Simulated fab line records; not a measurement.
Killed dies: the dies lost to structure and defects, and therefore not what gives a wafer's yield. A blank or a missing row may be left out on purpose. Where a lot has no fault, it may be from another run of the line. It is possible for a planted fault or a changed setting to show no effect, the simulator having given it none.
Matching of chambers ; flow sfq-line ; cmp-01 running SFQ_TRILAYER_I0_CMP_CMP_028: 4 sister chambers
The step polishes SiO2. 4 wafers are shown with their chamber, then 7 later ones without.

== WAFERS WITH THEIR CHAMBER ==
wafer;chamber;motor-current-A (A)
L966.3;3;8.6
L975.2;0;8.3
L976.1;2;12.7
L976.5;1;9.1

== WAFERS WITH NO CHAMBER GIVEN ==
wafer;motor-current-A (A)
L978.2;12.0
L978.3;8.5
L978.6;8.1
L981.3;8.5
L981.6;8.3
L983.3;11.2
L983.6;12.6

== WHICH CHAMBER EACH WENT THROUGH ==
wafer;from the rows above;in truth
L978.2;2;2
L978.3;can't be placed: 3 or 0 or 1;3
L978.6;can't be placed: 0 or 3 or 1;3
L981.3;can't be placed: 3 or 0 or 1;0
L981.6;can't be placed: 0 or 3 or 1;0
L983.3;can't be placed: 2 or 1 or 3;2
L983.6;2;2
Correct placement for 2 of the 7. Can't be placed from these rows: 5 (the true chamber is among the candidates in 5). Placed wrongly: 0.
How it was worked out, from the rows above alone: a wafer's distance from a chamber is the root of the sum, over the readings, of the square of ((its reading less the chamber's mean) divided by the reading's scatter). If the next closest chamber is less than 2 further off than the closest, the wafer can't be placed; otherwise it belongs to the closest. The mean given for a chamber averages the wafers shown for that chamber. The scatter (one wafer shown for each chamber): square how far every hidden wafer sits from the nearest shown wafer, average those squares and take the square root.
